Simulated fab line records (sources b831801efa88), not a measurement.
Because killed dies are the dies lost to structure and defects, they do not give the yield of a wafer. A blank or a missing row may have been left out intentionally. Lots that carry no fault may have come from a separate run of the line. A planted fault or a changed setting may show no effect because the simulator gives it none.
Problem report in the 8D (eight disciplines) form, filled by code ; flow sfq line ; the parts of the form that need people (team, actions taken, sign-off) are left out

== 1. WHAT WENT WRONG ==
Wafers free of any fault read 0.899 ohm/sq (standard deviation 0.015) for M2_NB_RS at SFQ_M2_RS_MEAS_914, against a mean of 0.688 ohm/sq on 3 wafers of 2 lots. Relative to the usual mean, that is a shift of -14 standard deviations.
The step: measures by four-point-probe.
Earliest sighting: wafer L519.2 on film metro-02 at day 21 10:45. Wafers with a number at this step in the record: 42, from 14 lots. The rule behind "out" and "out of limits": a value lying over 4 standard deviations away from the usual mean. The rest of the wafers with a number are treated as sound.

== 2. WHAT IT IS AND WHAT IT IS NOT ==
question;is;is not
which readings at this step;M2_NB_RS;-
which lots;L519, L520;L507, L510, L511, L512, L513, L514, L516, L525, L526, L527, L528, L529
which wafers of those lots;L519.2, L519.6, L520.1;L519.4, L520.3, L520.4
read on which gauges;film metro-02, film metro-03;film metro-01
when;from day 21 10:45;"up to then (22 sound wafers); but 17 sound wafers of L520, L525, L526, L527, L528, L529 came after"

== 3. WHAT RULES OUT EACH SUSPECT ==
Counting: a tool at a process step up to the reading stays a suspect if it ran every lot that is out. Sound lots after the first of them don't rule it out here, since some wafers of a struck lot are sound.
- the gauge at SFQ_M2_RS_MEAS_914 has been ruled out. Those wafers that are out were read across 2 gauges (film metro-02, film metro-03).
- rie metal-03 at SFQ_TRILAYER_M1_STRIP_STRIP_043 (strips in O2): kept. Ran every lot that is out, first one L519 (day 17 09:09); last sound lot up to then L513 (day 15 19:24).
- pvd sputter-03 at SFQ_TRILAYER_M2_DEP_SPUTTER_055 (material Nb, target thk 200 nm, time 133.3 s): kept. Ran every lot that is out, first one L519 (day 21 10:38); last sound lot up to then L516 (day 20 20:14).
Left after counting: rie metal-03 at SFQ_TRILAYER_M1_STRIP_STRIP_043, pvd sputter-03 at SFQ_TRILAYER_M2_DEP_SPUTTER_055.

== 4. THE CAUSE (what the simulator had put in) ==
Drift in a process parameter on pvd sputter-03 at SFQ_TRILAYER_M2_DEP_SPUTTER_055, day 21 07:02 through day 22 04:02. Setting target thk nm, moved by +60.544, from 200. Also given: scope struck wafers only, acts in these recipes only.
This tool is one of the 2 suspects left after counting.

== 5. THE CHAIN OF EFFECTS, in route order ==
Rows list readings where the struck wafers' mean (over those with a number) sits beyond 3 standard deviations from the usual. Only readings whose record carries a usual standard deviation are examined. hours: median over the lots of the time between each lot's start at the first step of this table that gives one and its start at this step. sigmas: the change, counted in usual standard deviations.
hours;step;reading;usual;on struck wafers;change;sigmas
0;SFQ_M2_RS_MEAS_914;M2_NB_RS;0.899 ohm/sq;0.688;-0.211;-14
95;SFQ_TRILAYER_M2_ETCH_METAL_ETCH_060;oes product au;0.889 a.u.;0.991;+0.102;+11
The process steps in it:
- SFQ_TRILAYER_M2_ETCH_METAL_ETCH_060: etches Nb in Cl2/Ar, stops on SiO2, target depth 240 nm, time 120 s.

== 6. WHAT WOULD HAVE CAUGHT IT SOONER ==
4 hours passed between the start of the fault at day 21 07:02 and the first reading out of limits at a measuring or inspecting step in this record, taken at day 21 10:45.
An alarm limit of 4 standard deviations would not have fired on the tool readings at SFQ_TRILAYER_M2_DEP_SPUTTER_055 for which the record gives a usual standard deviation, since none of them was out on any struck wafer.
L520, from the lots that are out (2), started SFQ_TRILAYER_M2_DEP_SPUTTER_055 on pvd sputter-03 later than day 21 10:45. A tool hold placed at that time would have kept it from harm.
